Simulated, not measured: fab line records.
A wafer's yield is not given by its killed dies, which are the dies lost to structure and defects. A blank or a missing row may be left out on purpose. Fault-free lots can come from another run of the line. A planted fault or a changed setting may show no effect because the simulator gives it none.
fab line records	flow sky130
record lots=6	wafers=18	last_day=50
route steps=708 shown LI_CONTACT@382 LOCAL_INTERCONNECT@387 PAD_OPEN@708
lots untouched by any fault: they come from a run of this same line in which no faults occurred
start_h: start of the lot's first displayed wafer, in hours after the record's first day	wait_h: hours elapsed since this lot's preceding step	" repeats the value in the row above	L1.1+2: a row that stands for several wafers	- no value, or no start was given	* or withheld: withheld	< > ~ a bound
route shown NAME@n: a module of which the file shows steps, and the number in the route of the first	usual: the fault-free wafers' mean and standard deviation	same: alike in all rows	chamber/n: place in a boat	sites: the reading at each site	_std_site: the standard deviation of these	_edge_site: inner sites' mean taken away from outer sites' mean	radius_mm: for every site, how far away it sits from the centre of the wafer	mask NAME#n: copy n	behind: the most recent tool/chamber to have shaped the wafer	hold: why the lot was held/for how many hours/how that ended	device: the n, p or np transistor that did not switch	end of line: the route-end tests of the same wafers	for a step that has no rows: nothing shown but its recipe	killed: count of dies lost to structure and defects at first sort (not the wafer's yield)	map: a wafer's dies, x killed, . not, _ none there
set.NAME: the setting the step ran with; set.NAME@STEP: the setting that earlier step ran with	model.NAME: the simulator's own value behind a step, which no gauge read
lots at selected steps of the route; one table per step, one row per wafer
services: the hour from which a tool's chamber was out of use, counted from the record's first day as start_h (under 0 if before that day), plus the number of hours and why
## steps
# step SKY_LI_CONTACT_SPUTTER_20
# recipe material=TiN	target_thk_nm=20	chamber_pressure_pa=5	power_w=4000	time_s=80
# usual throttle_valve_pct=29.7/0.65
lot.wafer	tool	chamber	start_h	wait_h	throttle_valve_pct
L606.2	pvd_sputter-02	-	701.86	0.0	30.4
L606.3	"	-	"	"	29.7
L606.4	"	-	"	"	30.4
L612.2	pvd_sputter-02	-	763.29	0.0	30.7
L612.4	"	-	"	"	29.6
L612.6	"	-	"	"	30.3
L615.2	pvd_sputter-03	-	782.76	0.0	29.0
L615.3	"	-	"	"	29.7
L615.5	"	-	"	"	29.9
L616.1	pvd_sputter-01	-	792.49	0.0	28.5
L616.2	"	-	"	"	29.7
L616.4	"	-	"	"	28.8
L622.1	pvd_sputter-03	-	831.97	0.0	30.1
L622.2	"	-	"	"	28.9
L622.5	"	-	"	"	30.6
L624.1	pvd_sputter-03	-	847.36	0.0	29.8
L624.2	"	-	"	"	28.9
L624.5	"	-	"	"	30.0
# step SKY_LI_CONTACT_CVD_21
# recipe material=W	target_thk_nm=400	time_s=120.56	temp_c=400	pressure_torr=40
# usual heater_power_w=767/45
lot.wafer	tool	chamber	start_h	wait_h	heater_power_w	since_wet_clean_h
L606.2	cvd_w-01	1	701.92	0.0	713	291
L606.3	"	1	"	"	698	-
L606.4	"	0	"	"	788	-
L612.2	cvd_w-01	0	763.35	0.0	764	353
L612.4	"	1	"	"	698	-
L612.6	"	1	"	"	704	-
L615.2	cvd_w-02	1	782.82	0.0	771	879
L615.3	"	0	"	"	817	-
L615.5	"	1	"	"	750	-
L616.1	cvd_w-01	1	792.55	0.0	703	382
L616.2	"	0	"	"	810	382
L616.4	"	0	"	"	793	-
L622.1	cvd_w-01	1	832.03	0.0	712	421
L622.2	"	0	"	"	791	421
L622.5	"	0	"	"	784	-
L624.1	cvd_w-02	1	847.42	0.0	756	943
L624.2	"	0	"	"	833	943
L624.5	"	0	"	"	825	-
# step SKY_LI_CONTACT_RS_MEAS_22
# recipe thk_meas_gauge=four-point-probe	reads=W_of_LI_CONTACT_CVD_21+TiN_of_LI_CONTACT_SPUTTER_20+Ti_of_LI_CONTACT_SPUTTER_19
# usual LI_CONTACT_W_RS=0.284/0.0039
lot.wafer	tool	chamber	start_h	wait_h	LI_CONTACT_W_RS[ohm/sq]
L606.2	film_metro-03	-	702.07	0.1	0.284
L606.3	"	-	"	"	0.287
L606.4	"	-	"	"	0.279
L612.2	film_metro-04	-	763.49	0.1	0.278
L612.4	"	-	"	"	0.285
L612.6	"	-	"	"	0.286
L615.2	film_metro-03	-	782.97	0.1	0.288
L615.3	"	-	"	"	0.289
L615.5	"	-	"	"	0.283
L616.1	film_metro-02	-	792.67	0.1	0.286
L616.2	"	-	"	"	0.281
L616.4	"	-	"	"	0.282
L622.1	film_metro-02	-	832.16	0.1	0.289
L622.2	"	-	"	"	0.283
L622.5	"	-	"	"	0.279
L624.1	film_metro-03	-	847.55	0.1	0.283
L624.2	"	-	"	"	0.284
L624.5	"	-	"	"	0.285
# step SKY_LI_CONTACT_THK_MEAS_23
# recipe thk_meas_gauge=xrf	reads=W_of_LI_CONTACT_CVD_21
# usual LI_CONTACT_W_THK=407/6.6
lot.wafer	tool	chamber	start_h	wait_h	LI_CONTACT_W_THK[nm]
L606.2	film_metro-03	-	702.18	0.1	408
L606.3	"	-	"	"	404
L606.4	"	-	"	"	412
L612.2	film_metro-04	-	763.60	0.1	420
L612.4	"	-	"	"	410
L612.6	"	-	"	"	407
L615.2	film_metro-03	-	783.08	0.1	405
L615.3	"	-	"	"	402
L615.5	"	-	"	"	410
L616.1	film_metro-02	-	792.79	0.1	397
L616.2	"	-	"	"	407
L616.4	"	-	"	"	404
L622.1	film_metro-02	-	832.28	0.1	397
L622.2	"	-	"	"	405
L622.5	"	-	"	"	412
L624.1	film_metro-03	-	847.67	0.1	407
L624.2	"	-	"	"	407
L624.5	"	-	"	"	402
# step SKY_LI_CONTACT_CMP_24
# recipe stop_on=PSG	t_overpolish_s=20	down_force_psi=3.5	platen_rpm=60	target_thk_nm=0	pad_velocity_m_s=0.94248
# usual motor_current_A=10.5/0.94	overpolish_run_s=20.000/0.0093	platen_rpm=60.00/0.038	slurry_flow_ml_min=150.1/0.47	time_to_endpoint_s=97/3.3
lot.wafer	tool	chamber	start_h	wait_h	motor_current_A	overpolish_run_s	platen_rpm	slurry_flow_ml_min	time_to_endpoint_s
L606.3	cmp-02	1	702.23	0.0	10.5	20.012	60.00	150.0	90
L606.2	"	2	"	"	9.3	20.007	60.01	150.2	96
L606.4	"	0	"	"	9.8	20.012	59.98	149.8	96
L612.2	cmp-01	2	763.75	0.1	10.2	19.984	60.00	150.4	95
L612.4	"	3	"	"	9.2	19.996	59.99	149.6	100
L612.6	"	1	"	"	11.0	20.000	60.01	149.9	94
L615.2	cmp-02	0	783.18	0.1	10.2	19.997	59.97	150.5	96
L615.3	"	2	"	"	9.9	20.002	59.96	150.4	98
L615.5	"	0	"	"	10.2	19.998	60.00	150.2	103
L616.4	cmp-02	2	792.93	0.1	9.8	19.984	60.00	149.9	101
L616.1	"	3	"	"	11.2	19.983	60.02	150.7	99
L616.2	"	0	"	"	9.8	20.002	60.01	150.6	103
L622.1	cmp-01	1	832.39	0.1	11.0	19.998	60.02	150.7	91
L622.2	"	3	"	"	9.0	20.006	60.04	149.4	95
L622.5	"	1	"	"	10.8	20.004	59.99	150.0	96
L624.1	cmp-02	0	847.73	0.1	9.5	20.001	59.96	150.1	92
L624.2	"	2	"	"	9.3	19.995	60.05	150.3	96
L624.5	"	1	"	"	10.9	19.999	60.02	150.7	95
# step SKY_LOCAL_INTERCONNECT_SPUTTER_00
# recipe material=TiN	target_thk_nm=100	temp_c=300	power_w=6500	time_s=83.3	chamber_pressure_pa=0.4
# usual throttle_valve_pct=30.0/1.2
lot.wafer	tool	chamber	start_h	wait_h	throttle_valve_pct
L606.2	pvd_sputter-04	-	702.53	0.2	29.9
L606.3	"	-	"	"	28.6
L606.4	"	-	"	"	28.3
L612.2	pvd_sputter-01	-	763.95	0.1	29.7
L612.4	"	-	"	"	28.8
L612.6	"	-	"	"	29.1
L615.2	pvd_sputter-01	-	783.43	0.2	28.7
L615.3	"	-	"	"	30.5
L615.5	"	-	"	"	29.0
L616.1	pvd_sputter-04	-	793.23	0.2	30.0
L616.2	"	-	"	"	32.1
L616.4	"	-	"	"	32.0
L622.1	pvd_sputter-04	-	832.64	0.2	28.5
L622.2	"	-	"	"	31.9
L622.5	"	-	"	"	30.1
L624.1	pvd_sputter-01	-	848.03	0.2	30.6
L624.2	"	-	"	"	29.1
L624.5	"	-	"	"	29.1
# step SKY_LOCAL_INTERCONNECT_RS_MEAS_01
# recipe thk_meas_gauge=four-point-probe	reads=TiN_of_LOCAL_INTERCONNECT_SPUTTER_00
# usual LOCAL_INTERCONNECT_TIN_RS=14.09/0.14
lot.wafer	tool	chamber	start_h	wait_h	LOCAL_INTERCONNECT_TIN_RS[ohm/sq]
L606.2	film_metro-04	-	702.61	0.1	14.03
L606.3	"	-	"	"	14.02
L606.4	"	-	"	"	14.02
L612.2	film_metro-01	-	764.04	0.1	14.15
L612.4	"	-	"	"	14.30
L612.6	"	-	"	"	14.20
L615.2	film_metro-04	-	783.51	0.1	14.14
L615.3	"	-	"	"	14.15
L615.5	"	-	"	"	14.06
L616.1	film_metro-01	-	793.29	0.0	13.99
L616.2	"	-	"	"	14.01
L616.4	"	-	"	"	14.10
L622.1	film_metro-04	-	832.70	0.0	14.02
L622.2	"	-	"	"	13.96
L622.5	"	-	"	"	13.97
L624.1	film_metro-01	-	848.09	0.0	14.12
L624.2	"	-	"	"	14.18
L624.5	"	-	"	"	14.13
# step SKY_LOCAL_INTERCONNECT_THK_MEAS_02
# recipe thk_meas_gauge=xrf	reads=TiN_of_LOCAL_INTERCONNECT_SPUTTER_00
# usual LOCAL_INTERCONNECT_TIN_THK=100.4/0.99
lot.wafer	tool	chamber	start_h	wait_h	LOCAL_INTERCONNECT_TIN_THK[nm]
L606.2	film_metro-04	-	702.72	0.1	101.0
L606.3	"	-	"	"	101.4
L606.4	"	-	"	"	100.9
L612.2	film_metro-01	-	764.15	0.1	99.5
L612.4	"	-	"	"	99.1
L612.6	"	-	"	"	99.3
L615.2	film_metro-04	-	783.62	0.1	99.9
L615.3	"	-	"	"	100.2
L615.5	"	-	"	"	100.2
L616.1	film_metro-01	-	793.41	0.1	100.4
L616.2	"	-	"	"	99.8
L616.4	"	-	"	"	100.0
L622.1	film_metro-04	-	832.82	0.1	101.1
L622.2	"	-	"	"	101.0
L622.5	"	-	"	"	101.1
L624.1	film_metro-01	-	848.21	0.1	99.6
L624.2	"	-	"	"	98.7
L624.5	"	-	"	"	99.6
# step SKY_LOCAL_INTERCONNECT_DEHYDRATE_03
# recipe temp_c=200	time_s=60
# step SKY_LOCAL_INTERCONNECT_HMDS_04
# recipe prime_time_s=60	prime_temp_c=120
# step SKY_LOCAL_INTERCONNECT_COAT_05
# recipe resist=BARC	temp_c=withheld	time_s=withheld	spin_rpm=3000	resist_thk_nm=60
# step SKY_LOCAL_INTERCONNECT_COAT_06
# recipe resist=KrF-thick	spin_rpm=3000	resist_thk_nm=450
# step SKY_LOCAL_INTERCONNECT_SOFTBAKE_07
# recipe temp_c=100	time_s=90	resist=KrF-thick
# usual heater_power_total_W=57.33/0.11	run_length_s=119.20/0.13
lot.wafer	tool	chamber	start_h	wait_h	heater_power_total_W	run_length_s
L606.2	litho_track-02	0	715	-	57.25	119.06
L606.3	"	0	"	"	57.36	119.28
L606.4	"	0	"	"	57.19	119.13
L612.2	litho_track-03	0	777	-	57.46	119.03
L612.4	"	0	"	"	57.25	119.01
L612.6	"	0	"	"	57.25	118.99
L615.2	litho_track-03	0	796	-	58.68	113.34
L615.3	"	0	"	"	58.50	113.16
L615.5	"	0	797	-	58.47	113.11
L616.1	litho_track-03	0	806	-	58.37	113.23
L616.2	"	0	"	"	58.42	113.26
L616.4	"	0	"	"	58.76	113.13
L622.1	litho_track-01	0	846	-	57.35	119.14
L622.2	"	0	"	"	57.29	119.38
L622.5	"	0	"	"	57.51	119.25
L624.1	litho_track-02	0	860	-	57.24	119.17
L624.2	"	0	"	"	57.14	119.07
L624.5	"	0	"	"	57.29	119.15
# step SKY_LOCAL_INTERCONNECT_EXPOSE_08
# recipe mask_id=LI1M	na=0.8	source_shape=annular	sigma_inner=0.55	sigma_outer=0.85	target_cd_nm=170	dose_mj=28
# step SKY_PAD_OPEN_PROBE_99
# usual killed_at_M0_to_M3=44/7.2	killed_at_M4_up=2.9/1.8	killed_at_contacts=24/5.6	killed_at_front_end=15/4.2	killed_at_other=0.4/0.71	killed_dies=86/9.2	killed_open=47/7.2	killed_short=39/5.7
# same gross_dies=492	killed_at_back_side=0
lot.wafer	tool	chamber	start_h	wait_h	killed_at_M0_to_M3	killed_at_M4_up	killed_at_contacts	killed_at_front_end	killed_at_other	killed_dies	killed_open	killed_short
L606.2	prober-01	-	1095.53	0.1	47	4	18	13	0	82	44	38
L606.3	prober-01	-	1095.58	0.2	33	2	29	30	0	94	51	42
L606.4	prober-01	-	1095.63	0.2	36	3	23	16	0	78	42	35
L612.2	prober-01	-	1139.02	0.1	34	7	29	16	0	86	46	40
L612.4	prober-01	-	1139.12	0.2	42	0	26	13	0	81	53	27
L612.6	prober-01	-	1139.22	0.2	54	4	29	15	0	102	53	48
L615.2	prober-02	-	1155.27	0.1	47	2	27	20	0	96	53	40
L615.3	prober-02	-	1155.32	0.2	46	4	21	17	0	88	51	37
L615.5	prober-02	-	1155.42	0.2	38	3	17	16	1	75	41	33
L616.1	prober-01	-	1160.35	0.1	37	3	12	15	0	67	35	32
L616.2	prober-01	-	1160.40	0.1	28	2	20	14	0	64	34	30
L616.4	prober-01	-	1160.50	0.2	40	2	22	11	0	75	40	35
L622.1	prober-01	-	1185.38	0.1	49	0	22	14	0	85	44	41
L622.2	prober-01	-	1185.43	0.1	40	3	28	9	0	80	50	29
L622.5	prober-01	-	1185.58	0.2	41	3	21	16	1	82	45	36
# killed by level:class
L606.2 VIA1:geometric_particle:open=16 VIA1:geometric_particle:short=12 CONTACT:geometric_particle:open=6 POLY_GATE:geometric_particle:short=5 LI_CONTACT:geometric_particle:open=5 CONTACT:geometric_particle:short=4 FIELD_ISO:geometric_particle:open=3 LOCAL_INTERCONNECT:geometric_particle:short=3
L606.3 CONTACT:geometric_particle:open=13 VIA1:geometric_particle:open=9 FIELD_ISO:geometric_particle:short=8 POLY_GATE:geometric_particle:open=7 CONTACT:geometric_particle:short=7 FIELD_ISO:geometric_particle:open=5 POLY_GATE:geometric_particle:short=5 LI_CONTACT:geometric_particle:open=5
L606.4 CONTACT:geometric_particle:open=10 VIA1:geometric_particle:open=8 METAL2:geometric_particle:short=7 FIELD_ISO:geometric_particle:open=6 LI_CONTACT:geometric_particle:open=6 METAL1:geometric_particle:short=6 VIA3:geometric_particle:open=4 POLY_GATE:geometric_particle:short=3
L612.2 CONTACT:geometric_particle:open=15 VIA1:geometric_particle:open=8 FIELD_ISO:geometric_particle:short=5 LI_CONTACT:geometric_particle:open=5 METAL2:geometric_particle:short=5 METAL4:geometric_particle:short=5 FIELD_ISO:geometric_particle:open=4 POLY_GATE:geometric_particle:open=4
L612.4 VIA1:geometric_particle:open=15 CONTACT:geometric_particle:open=10 VIA3:geometric_particle:open=8 LI_CONTACT:geometric_particle:open=7 CONTACT:geometric_particle:short=5 VIA2:geometric_particle:open=4 FIELD_ISO:geometric_particle:short=3 FIELD_ISO:geometric_particle:open=3
L612.6 VIA3:geometric_particle:open=11 VIA1:geometric_particle:open=10 VIA2:geometric_particle:open=9 LI_CONTACT:geometric_particle:open=8 CONTACT:geometric_particle:open=7 CONTACT:geometric_particle:short=7 VIA1:geometric_particle:short=7 POLY_GATE:geometric_particle:short=4
L615.2 VIA1:geometric_particle:open=13 LI_CONTACT:geometric_particle:open=8 VIA1:geometric_particle:short=8 METAL1:geometric_particle:short=7 CONTACT:geometric_particle:open=7 FIELD_ISO:geometric_particle:open=5 LOCAL_INTERCONNECT:geometric_particle:short=5 METAL2:geometric_particle:short=5
L615.3 CONTACT:geometric_particle:open=9 VIA3:geometric_particle:open=9 METAL1:geometric_particle:short=7 VIA1:geometric_particle:short=7 VIA1:geometric_particle:open=7 VIA3:geometric_particle:short=5 POLY_GATE:geometric_particle:open=5 CONTACT:geometric_particle:short=5
L615.5 VIA1:geometric_particle:open=9 VIA3:geometric_particle:open=9 LOCAL_INTERCONNECT:geometric_particle:short=6 METAL1:geometric_particle:short=5 VIA2:geometric_particle:open=5 FIELD_ISO:geometric_particle:open=4 LI_CONTACT:geometric_particle:open=4 FIELD_ISO:geometric_particle:short=3
L616.1 VIA1:geometric_particle:open=11 VIA1:geometric_particle:short=8 CONTACT:geometric_particle:open=5 METAL1:geometric_particle:short=5 VIA2:geometric_particle:open=5 FIELD_ISO:geometric_particle:open=4 METAL3:geometric_particle:short=4 LOCAL_INTERCONNECT:geometric_particle:short=3
L616.2 METAL1:geometric_particle:short=7 LOCAL_INTERCONNECT:geometric_particle:short=6 LI_CONTACT:geometric_particle:open=5 CONTACT:geometric_particle:open=5 FIELD_ISO:geometric_particle:open=4 VIA1:geometric_particle:short=4 VIA1:geometric_particle:open=4 VIA2:geometric_particle:open=4
L616.4 VIA1:geometric_particle:open=14 VIA1:geometric_particle:short=9 LI_CONTACT:geometric_particle:open=8 CONTACT:geometric_particle:open=6 LI_CONTACT:geometric_particle:short=5 METAL1:geometric_particle:short=4 POLY_GATE:geometric_particle:open=3 METAL2:geometric_particle:short=3
L622.1 VIA1:geometric_particle:open=11 VIA2:geometric_particle:open=9 METAL2:geometric_particle:short=6 POLY_GATE:geometric_particle:short=5 LI_CONTACT:geometric_particle:open=5 CONTACT:geometric_particle:open=5 VIA1:geometric_particle:short=5 LOCAL_INTERCONNECT:geometric_particle:short=4
L622.2 CONTACT:geometric_particle:open=12 VIA1:geometric_particle:open=7 VIA2:geometric_particle:open=7 LI_CONTACT:geometric_particle:open=6 METAL1:geometric_particle:short=6 CONTACT:geometric_particle:short=5 METAL2:geometric_particle:open=4 VIA2:geometric_particle:short=4
L622.5 CONTACT:geometric_particle:open=10 METAL2:geometric_particle:short=10 VIA1:geometric_particle:open=7 VIA2:geometric_particle:open=6 VIA3:geometric_particle:open=5 FIELD_ISO:geometric_particle:open=4 CONTACT:geometric_particle:short=4 LOCAL_INTERCONNECT:geometric_particle:short=4
## services
tool	chamber	start_h	hours	kind
cmp-02	-	678.75	1.9	repair
cvd_w-02	1	686.56	3.7	repair
pvd_sputter-04	-	694.15	1.7	repair
cmp-01	-	712.77	1.2	repair
pvd_sputter-01	-	716.26	9.7	repair
cmp-01	-	737.37	1.0	repair
cmp-02	-	744.00	4.0	pm
cvd_w-01	-	747.34	0.3	repair
cmp-01	-	747.75	3.2	repair
cmp-02	-	748.00	-	consumable_replace:conditioner
cmp-02	-	748.00	-	consumable_replace:pad
pvd_sputter-01	-	749.28	1.8	repair
cmp-02	-	753.75	0.5	repair
litho_track-03	-	755.40	-	consumable_replace:filter
cmp-01	-	791.41	2.0	repair
pvd_sputter-04	-	803.40	4.0	repair
cmp-02	-	808.60	0.2	repair
pvd_sputter-02	-	844.33	19.4	repair
pvd_sputter-04	-	845.46	28.6	repair
pvd_sputter-01	-	850.76	3.4	repair
pvd_sputter-04	-	851.05	4.3	repair
pvd_sputter-03	-	853.92	0.7	repair
pvd_sputter-02	-	854.44	0.8	repair
cmp-02	-	860.85	1.1	repair
## key
first_sign step=SKY_LOCAL_INTERCONNECT_SOFTBAKE_07	reading=run_length_s	direction=down	sigmas=47	usual=*	struck=*
effect step=SKY_LOCAL_INTERCONNECT_SOFTBAKE_07	reading=heater_power_total_W	direction=up	sigmas=11	usual=*	struck=*
met_at SKY_LOCAL_INTERCONNECT_SOFTBAKE_07
struck_wafers L615.2,L615.3,L615.5,L616.1,L616.2,L616.4
tester_left_out L615,L616
onset_between 777 796
fault kind=process_parameter_drift	tool=litho_track-03	chamber=-	onset_h=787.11	steps=SKY_LOCAL_INTERCONNECT_SOFTBAKE_07	channel=time_s	offset=*	shape=step	end_h=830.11	acts_in=*	stated=*
# tester_left_out: of these lots the tester's yield and bins aren't shown, on N5 and GAA mostly nor the transistor test; their killed dies are dies lost to structure and defects alone, not to doping, threshold or leakage, so they don't give the yield
